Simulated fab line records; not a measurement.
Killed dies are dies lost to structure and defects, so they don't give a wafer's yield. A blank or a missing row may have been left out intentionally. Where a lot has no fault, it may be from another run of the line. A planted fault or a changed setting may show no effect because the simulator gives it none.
fab line records    flow sky130
[record] lots = 13  wafers = 39  last_day = 50
route steps=708 shown FIELD_ISO@28 NWELL@79 SONOS_TUNNEL@158 PAD_OPEN@708
lots that met no fault: from a run of the same line without faults
start_h: hours from the record's first day to the start of the lot's first wafer shown    wait_h: time in hours since the lot's previous step    " unchanged from the row above    L1.1+2: several wafers, shown together as one row    - no value present, or no start provided    * or withheld: withheld    < > ~ a bound
route shown NAME@n: names a module that has steps shown in the file, with the first one's number in the route    usual: the fault-free wafers' mean and standard deviation    same: alike in all rows    chamber/n: place in a boat    sites: the reading at each site    _std_site: standard deviation of those values    _edge_site: the outer-site mean with the inner-site mean subtracted    radius_mm: for every site, how far away it sits from the centre of the wafer    mask NAME#n: copy n    behind: the tool/chamber that last shaped the wafer    hold: reason for holding the lot/hours on hold/outcome of the hold    device: whichever transistor did not switch (one of n, p or np)    end of line: at the end of the route, the tests of the same wafers    step lacking rows: just its recipe    killed: the dies lost at the first sort to structure and to defects; this is not the yield of the wafer    map: a wafer's dies, x killed, . not, _ none there
set.NAME: the setting as run; set.NAME@STEP: as run at that earlier step    model.NAME: the simulator's own value behind a step, which no gauge read
the route's steps for a sample of lots (tables are steps, rows are wafers)
services: from which hour (start_h, from the record's first day; less than 0 if before it) a tool's chamber was out of use, for how many hours, and why
[[steps]]
[step SKY_FIELD_ISO_CMP_27]
[recipe] stop_on = Si3N4  t_overpolish_s = 16  down_force_psi = 4  platen_rpm = 60  target_thk_nm = 457.8  pad_velocity_m_s = 0.94248
[usual] edge_zone_pressure_frac = 1.001/0.0044  motor_current_A = 12.6/0.7  overpolish_run_s = 15.999/0.0083  time_to_endpoint_s = 112/4.1
lot.wafer  tool    chamber  start_h  wait_h  edge_zone_pressure_frac  motor_current_A  overpolish_run_s  time_to_endpoint_s
L650.3     cmp-02  3        35.13    0.0     1.006                    13.7             15.979            114
L650.6     "       3        "        "       0.997                    13.2             15.991            111
L650.5     "       0        "        "       0.998                    12.4             15.999            111
L651.1     cmp-01  2        41.08    0.0     1.007                    13.6             16.006            112
L651.2     "       3        "        "       1.002                    12.5             16.000            110
L651.5     "       2        "        "       0.999                    13.5             16.014            113
L652.2     cmp-02  0        44.76    0.0     1.005                    11.3             15.981            114
L652.3     "       2        "        "       0.998                    12.2             16.013            111
L652.5     "       0        "        "       1.002                    11.7             15.988            114
L654.1     cmp-02  0        54.53    0.0     1.000                    11.8             16.000            118
L654.2     "       2        "        "       1.004                    12.7             15.994            116
L654.5     "       0        "        "       1.000                    11.7             15.996            113
L655.2     cmp-02  1        59.55    0.1     1.003                    11.7             15.995            114
L655.1     "       3        "        "       1.000                    13.2             16.006            116
L655.6     "       0        "        "       1.000                    11.8             15.999            119
L656.2     cmp-01  2        68.78    0.1     1.002                    13.5             15.991            107
L656.3     "       0        "        "       1.011                    11.9             16.004            110
L656.6     "       1        "        "       1.000                    12.1             16.018            120
L657.1     cmp-02  3        71.54    0.0     1.006                    13.2             15.999            113
L657.4     "       2        "        "       1.001                    12.2             16.000            113
L657.6     "       3        "        "       0.994                    13.4             15.993            116
L661.3     cmp-01  2        89.58    0.0     1.005                    13.1             15.997            108
L661.2     "       3        "        "       1.002                    12.9             15.985            107
L661.1     "       1        "        "       1.004                    13.4             16.013            117
L665.1     cmp-02  2        114.58   0.0     1.004                    12.8             16.000            115
L665.4     "       3        "        "       0.994                    13.3             15.998            113
L665.6     "       3        "        "       0.999                    13.0             15.995            114
L666.1     cmp-01  0        119.00   0.0     0.998                    12.4             16.007            107
L666.2     "       1        "        "       0.995                    12.9             16.002            117
L666.5     "       0        "        "       1.002                    12.4             16.002            110
L667.4     cmp-02  1        123.09   0.0     1.003                    11.8             15.995            115
L667.1     "       2        "        "       1.005                    13.0             16.008            114
L667.3     "       3        "        "       0.998                    13.3             16.018            114
L668.2     cmp-02  1        128.21   0.1     1.006                    11.6             16.016            113
L668.6     "       0        "        "       0.994                    11.8             16.004            113
L668.5     "       1        "        "       1.003                    12.7             15.998            113
L670.2     cmp-01  1        140.73   0.0     1.002                    12.8             16.007            120
L670.3     "       3        "        "       1.005                    13.6             15.986            108
L670.4     "       0        "        "       0.994                    12.6             15.996            113
[step SKY_NWELL_TW_MEAS_26]
[usual] NWELL_2_TW = 499.0/2.6
lot.wafer  tool           chamber  start_h  wait_h  NWELL_2_TW
L650.3     film_metro-01  -        105.51   0.1     501.8
L650.5     "              -        "        "       501.9
L650.6     "              -        "        "       499.5
L651.1     film_metro-04  -        116.44   0.1     498.5
L651.2     "              -        "        "       499.5
L651.5     "              -        "        "       499.0
L652.2     film_metro-03  -        117.40   0.1     493.8
L652.3     "              -        "        "       498.8
L652.5     "              -        "        "       498.0
L654.1     film_metro-01  -        126.55   0.1     502.4
L654.2     "              -        "        "       500.3
L654.5     "              -        "        "       500.5
L655.1     film_metro-03  -        134.17   0.1     496.5
L655.2     "              -        "        "       498.9
L655.6     "              -        "        "       496.7
L656.2     film_metro-04  -        144.23   0.1     497.1
L656.3     "              -        "        "       496.0
L656.6     "              -        "        "       494.1
L657.1     film_metro-03  -        147.57   0.1     497.3
L657.4     "              -        "        "       497.4
L657.6     "              -        "        "       497.5
L661.1     film_metro-03  -        168.87   0.1     497.8
L661.2     "              -        "        "       497.6
L661.3     "              -        "        "       498.8
L665.1     film_metro-01  -        198.59   0.1     503.9
L665.4     "              -        "        "       504.4
L665.6     "              -        "        "       503.7
L666.1     film_metro-03  -        203.30   0.1     498.9
L666.2     "              -        "        "       495.8
L666.5     "              -        "        "       499.6
L667.1     film_metro-03  -        208.52   0.1     498.2
L667.3     "              -        "        "       497.6
L667.4     "              -        "        "       496.7
L668.2     film_metro-04  -        215.85   0.1     499.6
L668.5     "              -        "        "       497.6
L668.6     "              -        "        "       498.5
L670.2     film_metro-03  -        228.31   0.1     494.1
L670.3     "              -        "        "       500.8
L670.4     "              -        "        "       497.2
[step SKY_NWELL_RS_MEAS_29]
[recipe] thk_meas_gauge = four-point-probe
[usual] NWELL_RS = 625.2/1.8
lot.wafer  tool           chamber  start_h  wait_h  NWELL_RS[ohm/sq]
L650.3     film_metro-01  -        105.84   0.1     628.6
L650.5     "              -        "        "       626.7
L650.6     "              -        "        "       625.9
L651.1     film_metro-01  -        116.65   0.1     626.4
L651.2     "              -        "        "       626.2
L651.5     "              -        "        "       626.3
L652.2     film_metro-04  -        117.62   0.1     622.4
L652.3     "              -        "        "       623.1
L652.5     "              -        "        "       623.4
L654.1     film_metro-03  -        126.76   0.1     624.4
L654.2     "              -        "        "       623.5
L654.5     "              -        "        "       624.9
L655.1     film_metro-04  -        134.62   0.1     626.9
L655.2     "              -        "        "       627.9
L655.6     "              -        "        "       627.3
L656.2     film_metro-03  -        144.50   0.1     626.0
L656.3     "              -        "        "       625.6
L656.6     "              -        "        "       624.9
L657.1     film_metro-04  -        147.78   0.1     625.2
L657.4     "              -        "        "       623.6
L657.6     "              -        "        "       625.7
L661.1     film_metro-04  -        169.08   0.1     627.4
L661.2     "              -        "        "       626.8
L661.3     "              -        "        "       626.5
L665.1     film_metro-03  -        198.80   0.1     624.4
L665.4     "              -        "        "       624.6
L665.6     "              -        "        "       626.4
L666.1     film_metro-03  -        203.51   0.1     623.8
L666.2     "              -        "        "       623.6
L666.5     "              -        "        "       625.3
L667.1     film_metro-01  -        208.73   0.1     629.2
L667.3     "              -        "        "       629.8
L667.4     "              -        "        "       631.0
L668.2     film_metro-03  -        216.07   0.1     623.9
L668.5     "              -        "        "       625.4
L668.6     "              -        "        "       622.4
L670.2     film_metro-03  -        228.53   0.1     624.7
L670.3     "              -        "        "       622.8
L670.4     "              -        "        "       623.3
[step SKY_SONOS_TUNNEL_EXPOSE_04]
[recipe] mask_id = TUNM  na = 0.6  source_shape = conventional  sigma_outer = 0.6  polarization = unpolarized  target_cd_nm = 410  dose_mj = 136
lot.wafer   tool              chamber  start_h  wait_h  mask
L650.3+5+6  iline_stepper-02  0        239.49   -       TUNM#0
L651.1+2+5  iline_stepper-01  0        252.74   -       TUNM#0
L652.2+3+5  iline_stepper-01  0        256.48   -       TUNM#0
L654.1+2+5  iline_stepper-01  0        266.69   -       TUNM#0
L655.1+2+6  iline_stepper-02  0        276.04   -       TUNM#0
L656.2+3+6  iline_stepper-02  0        287.63   -       TUNM#0
L657.1+4+6  iline_stepper-02  0        294.17   -       TUNM#0
L661.1+2+3  iline_stepper-02  0        322.30   -       TUNM#0
L665.1+4+6  iline_stepper-02  0        357.17   -       TUNM#0
L666.1+2+5  iline_stepper-02  0        364.35   -       TUNM#0
L667.1+3+4  iline_stepper-01  0        382.01   -       TUNM#0
L668.2+5+6  iline_stepper-01  0        382.50   -       TUNM#0
L670.2+3+4  iline_stepper-01  0        392.12   -       TUNM#0
[step SKY_SONOS_TUNNEL_OVL_MEAS_08]
[usual] SONOS_TUNNEL_OVL = -0.9/1.9
lot.wafer  tool        chamber  start_h  wait_h  SONOS_TUNNEL_OVL[nm]
L650.3     overlay-01  -        250.89   0.1     0.3
L650.5     "           -        "        "       0.4
L650.6     "           -        "        "       -1.5
L651.1     overlay-02  -        263.59   0.1     -0.7
L651.2     "           -        "        "       0.3
L651.5     "           -        "        "       2.2
L652.2     overlay-01  -        267.64   0.1     -5.7
L652.3     "           -        "        "       -4.7
L652.5     "           -        "        "       -3.2
L654.1     overlay-02  -        278.69   0.1     -2.5
L654.2     "           -        "        "       -1.4
L654.5     "           -        "        "       -4.3
L655.1     overlay-02  -        288.64   0.1     0.2
L655.2     "           -        "        "       0.0
L655.6     "           -        "        "       0.6
L656.2     overlay-02  -        300.64   0.1     0.2
L656.3     "           -        "        "       -1.9
L656.6     "           -        "        "       -0.1
L657.1     overlay-02  -        306.94   0.1     0.3
L657.4     "           -        "        "       0.5
L657.6     "           -        "        "       -1.2
L661.1     overlay-01  -        335.04   0.1     0.8
L661.2     "           -        "        "       0.5
L661.3     "           -        "        "       0.3
L665.1     overlay-01  -        370.69   0.1     -1.2
L665.4     "           -        "        "       -1.3
L665.6     "           -        "        "       -0.8
L666.1     overlay-02  -        378.52   0.1     2.8
L666.2     "           -        "        "       1.2
L666.5     "           -        "        "       0.4
L667.1     overlay-01  -        394.93   0.1     287.0
L667.3     "           -        "        "       289.0
L667.4     "           -        "        "       287.0
L668.2     overlay-01  -        395.68   0.1     288.3
L668.5     "           -        "        "       288.4
L668.6     "           -        "        "       290.8
L670.2     overlay-02  -        404.50   0.1     287.8
L670.3     "           -        "        "       288.8
L670.4     "           -        "        "       287.5
[step SKY_PAD_OPEN_PROBE_99]
[usual] killed_at_M0_to_M3 = 43/7  killed_at_M4_up = 3.3/1.8  killed_at_contacts = 24/6.2  killed_at_front_end = 16/4.7  killed_at_other = 0.4/0.58  killed_dies = 87/10  killed_on_rim = 16/3.7  killed_open = 47/6.4  killed_short = 39/7
[same] gross_dies = 492  killed_at_back_side = 0
lot.wafer  tool       chamber  start_h  wait_h  killed_at_M0_to_M3  killed_at_M4_up  killed_at_contacts  killed_at_front_end  killed_at_other  killed_dies  killed_on_rim  killed_open  killed_short
L652.2     prober-01  -        1085.48  0.1     43                  2                22                  14                   1                82           11             46           35
L652.3     prober-01  -        1085.53  0.2     41                  3                17                  24                   1                86           19             50           35
L652.5     prober-01  -        1085.63  0.2     36                  7                29                  19                   1                92           14             51           40
L654.1     prober-01  -        1099.93  0.1     39                  0                36                  18                   1                94           22             48           45
L654.2     prober-01  -        1099.98  0.1     42                  4                15                  11                   0                72           14             39           33
L654.5     prober-01  -        1100.13  0.2     38                  2                20                  28                   1                89           17             52           35
L657.1     prober-02  -        1121.78  0.1     41                  1                33                  14                   0                89           17             51           38
L657.4     prober-02  -        1121.93  0.2     33                  3                30                  21                   0                87           13             45           42
L657.6     prober-02  -        1122.03  0.2     38                  1                33                  16                   0                88           18             49           39
L666.1     prober-01  -        1167.16  0.1     42                  2                21                  15                   0                80           12             43           37
L666.2     prober-01  -        1167.21  0.1     50                  0                24                  16                   1                91           15             53           38
L666.5     prober-01  -        1167.36  0.2     44                  2                18                  17                   0                81           15             44           37
L668.2     prober-02  -        1179.70  0.1     49                  2                31                  409                  1                492          96             57           41
L668.5     prober-02  -        1179.85  0.2     45                  3                30                  413                  1                492          96             48           41
L668.6     prober-02  -        1179.90  0.2     49                  2                30                  411                  0                492          96             45           49
L667.1     prober-01  -        1181.49  0.1     38                  4                22                  428                  0                492          96             48           38
L667.3     prober-01  -        1181.59  0.2     39                  4                22                  425                  2                492          96             49           34
L667.4     prober-01  -        1181.64  0.2     38                  6                24                  423                  1                492          96             46           39
L670.2     prober-01  -        1197.94  0.1     27                  2                24                  438                  1                492          96             32           35
L670.3     prober-01  -        1197.99  0.2     54                  2                27                  408                  1                492          96             57           36
L670.4     prober-01  -        1198.04  0.2     35                  3                41                  413                  0                492          96             59           37
// killed by level:class
L652.2 VIA1:geometric_particle:open=12 CONTACT:geometric_particle:open=9 VIA2:geometric_particle:open=7 VIA3:geometric_particle:open=6 FIELD_ISO:geometric_particle:short=5 VIA1:geometric_particle:short=5 CONTACT:geometric_particle:short=4 METAL1:geometric_particle:short=4
L652.3 VIA2:geometric_particle:open=10 LI_CONTACT:geometric_particle:open=9 VIA1:geometric_particle:open=9 POLY_GATE:geometric_particle:short=6 POLY_GATE:geometric_particle:open=5 METAL2:geometric_particle:short=5 FIELD_ISO:geometric_particle:short=4 VIA3:geometric_particle:open=4
L652.5 CONTACT:geometric_particle:open=11 VIA1:geometric_particle:open=11 FIELD_ISO:geometric_particle:open=6 METAL2:geometric_particle:short=6 CONTACT:geometric_particle:short=6 LI_CONTACT:geometric_particle:open=5 METAL4:geometric_particle:short=5 FIELD_ISO:geometric_particle:short=4
L654.1 CONTACT:geometric_particle:short=9 CONTACT:geometric_particle:open=9 FIELD_ISO:geometric_particle:open=8 LI_CONTACT:geometric_particle:open=8 LOCAL_INTERCONNECT:geometric_particle:short=7 POLY_GATE:geometric_particle:short=6 METAL1:geometric_particle:short=6 VIA1:geometric_particle:open=6
L654.2 VIA1:geometric_particle:open=11 VIA3:geometric_particle:open=6 METAL2:geometric_particle:short=6 LOCAL_INTERCONNECT:geometric_particle:short=5 VIA2:geometric_particle:open=5 METAL4:geometric_particle:short=4 POLY_GATE:geometric_particle:open=3 POLY_GATE:geometric_particle:short=3
L654.5 FIELD_ISO:geometric_particle:open=8 METAL1:geometric_particle:short=8 LI_CONTACT:geometric_particle:open=7 VIA1:geometric_particle:open=7 POLY_GATE:geometric_particle:short=6 CONTACT:geometric_particle:open=6 VIA2:geometric_particle:open=6 VIA3:geometric_particle:open=6
L657.1 CONTACT:geometric_particle:open=16 VIA1:geometric_particle:open=12 CONTACT:geometric_particle:short=7 VIA2:geometric_particle:open=6 METAL1:geometric_particle:short=6 FIELD_ISO:geometric_particle:short=5 LOCAL_INTERCONNECT:geometric_particle:short=5 LI_CONTACT:geometric_particle:open=4
L657.4 LI_CONTACT:geometric_particle:open=8 CONTACT:geometric_particle:open=8 VIA3:geometric_particle:open=8 CONTACT:geometric_particle:short=7 VIA1:geometric_particle:open=6 FIELD_ISO:geometric_particle:short=5 VIA1:geometric_particle:short=5 METAL2:geometric_particle:short=5
L657.6 CONTACT:geometric_particle:open=11 METAL1:geometric_particle:short=9 VIA1:geometric_particle:open=9 CONTACT:geometric_particle:short=8 LI_CONTACT:geometric_particle:open=6 FIELD_ISO:geometric_particle:open=5 LOCAL_INTERCONNECT:geometric_particle:short=5 VIA2:geometric_particle:open=5
L666.1 VIA1:geometric_particle:open=10 VIA2:geometric_particle:open=8 CONTACT:geometric_particle:open=8 FIELD_ISO:geometric_particle:open=6 METAL3:geometric_particle:short=6 LI_CONTACT:geometric_particle:open=5 LOCAL_INTERCONNECT:geometric_particle:short=5 VIA1:geometric_particle:short=5
L666.2 VIA1:geometric_particle:open=13 CONTACT:geometric_particle:open=10 METAL2:geometric_particle:short=7 FIELD_ISO:geometric_particle:open=6 LOCAL_INTERCONNECT:geometric_particle:short=6 METAL1:geometric_particle:short=6 VIA2:geometric_particle:open=6 VIA1:geometric_particle:short=5
L666.5 VIA1:geometric_particle:open=9 CONTACT:geometric_particle:open=6 FIELD_ISO:geometric_particle:short=5 POLY_GATE:geometric_particle:open=5 LI_CONTACT:geometric_particle:open=5 VIA3:geometric_particle:open=5 METAL1:geometric_particle:short=5 METAL2:geometric_particle:short=5
L668.2 SONOS_TUNNEL:overlay=393 VIA1:geometric_particle:open=14 VIA2:geometric_particle:open=9 POLY_GATE:geometric_particle:open=7 LI_CONTACT:geometric_particle:open=7 LOCAL_INTERCONNECT:geometric_particle:short=7 CONTACT:geometric_particle:open=7 CONTACT:geometric_particle:short=7
L668.5 SONOS_TUNNEL:overlay=403 VIA1:geometric_particle:open=13 CONTACT:geometric_particle:open=8 LOCAL_INTERCONNECT:geometric_particle:short=7 LI_CONTACT:geometric_particle:open=7 VIA3:geometric_particle:open=7 VIA1:geometric_particle:short=7 CONTACT:geometric_particle:short=6
L668.6 SONOS_TUNNEL:overlay=398 CONTACT:geometric_particle:short=10 VIA2:geometric_particle:open=8 VIA1:geometric_particle:open=7 CONTACT:geometric_particle:open=7 VIA1:geometric_particle:short=7 POLY_GATE:geometric_particle:open=6 LI_CONTACT:geometric_particle:open=6
L667.1 SONOS_TUNNEL:overlay=406 VIA1:geometric_particle:open=10 CONTACT:geometric_particle:open=9 FIELD_ISO:geometric_particle:short=6 VIA2:geometric_particle:open=6 LI_CONTACT:geometric_particle:open=5 LOCAL_INTERCONNECT:geometric_particle:short=5 METAL2:geometric_particle:short=5
L667.3 SONOS_TUNNEL:overlay=407 CONTACT:geometric_particle:open=11 VIA3:geometric_particle:open=9 POLY_GATE:geometric_particle:open=7 METAL3:geometric_particle:short=6 VIA1:geometric_particle:open=5 VIA2:geometric_particle:open=5 VIA3:geometric_particle:short=5
L667.4 SONOS_TUNNEL:overlay=407 CONTACT:geometric_particle:open=12 VIA1:geometric_particle:open=10 POLY_GATE:geometric_particle:short=5 LI_CONTACT:geometric_particle:open=5 VIA1:geometric_particle:short=5 METAL4:geometric_particle:short=5 VIA3:geometric_particle:open=4
L670.2 SONOS_TUNNEL:overlay=425 CONTACT:geometric_particle:open=13 POLY_GATE:geometric_particle:short=5 CONTACT:geometric_particle:short=5 METAL2:geometric_particle:short=5 VIA2:geometric_particle:open=5 FIELD_ISO:geometric_particle:short=4 LOCAL_INTERCONNECT:geometric_particle:short=4
L670.3 SONOS_TUNNEL:overlay=396 VIA3:geometric_particle:open=13 CONTACT:geometric_particle:open=12 VIA1:geometric_particle:open=11 VIA2:geometric_particle:open=8 VIA1:geometric_particle:short=6 FIELD_ISO:geometric_particle:short=5 LI_CONTACT:geometric_particle:open=5
L670.4 SONOS_TUNNEL:overlay=395 LI_CONTACT:geometric_particle:open=14 CONTACT:geometric_particle:open=14 VIA1:geometric_particle:open=8 CONTACT:geometric_particle:short=6 VIA3:geometric_particle:open=6 FIELD_ISO:geometric_particle:open=5 POLY_GATE:geometric_particle:short=5
[[services]]
tool              chamber  start_h  hours  kind
cmp-01            -        34.71    4.7    pm
cmp-01            -        54.05    1.1    repair
iline_stepper-01  -        55.83    1.7    pm
cmp-02            -        67.22    4.0    pm
iline_stepper-01  -        101.33   10.6   repair
cmp-01            -        111.87   0.2    repair
cmp-01            -        119.90   3.1    repair
cmp-01            -        122.96   6.2    pm
cmp-02            -        141.96   3.7    repair
iline_stepper-02  -        152.73   1.7    pm
iline_stepper-01  -        155.65   2.7    repair
cmp-02            -        207.03   1.2    repair
iline_stepper-01  -        274.01   1.7    pm
cmp-02            -        282.63   2.2    repair
cmp-02            -        298.53   13.3   pm
cmp-02            -        312.08   2.6    repair
iline_stepper-02  -        314.29   2.1    pm
iline_stepper-01  -        347.74   28.9   pm
cmp-02            -        359.31   5.4    pm
iline_stepper-02  -        367.50   9.8    repair
iline_stepper-01  -        377.34   4.4    pm
iline_stepper-02  -        378.00   1.0    repair
cmp-02            -        378.43   6.1    pm
iline_stepper-02  -        381.88   1.7    pm
[[key]]
[first_sign] step = SKY_SONOS_TUNNEL_OVL_MEAS_08  reading = SONOS_TUNNEL_OVL  direction = up  sigmas = 99+  usual = -0.9  struck = 288.3
[effect] step = SKY_PAD_OPEN_PROBE_99  reading = killed_at_front_end  direction = up  sigmas = 85  usual = 16  struck = 419
[more_kills_born_at] SKY_SONOS_TUNNEL_EXPOSE_04@iline_stepper-01 = 3630
met_at SKY_SONOS_TUNNEL_EXPOSE_04
struck_lots L667,L668,L670
tester_left_out L667,L668,L670
not_acting_at SKY_FIELD_ISO_CMP_27,SKY_NWELL_TW_MEAS_26,SKY_NWELL_RS_MEAS_29
onset_between 266.69 382.01
also_fits time
[fault] kind = scanner_matching_overlay  tool = iline_stepper-01  chamber = -  onset_h = 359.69  steps = SKY_SONOS_TUNNEL_EXPOSE_04  offset = 289.41
// tester_left_out: of these lots the tester's yield and bins aren't shown, on N5 and GAA mostly nor the transistor test; their killed dies are dies lost to structure and defects alone, not to doping, threshold or leakage, so they don't give the yield
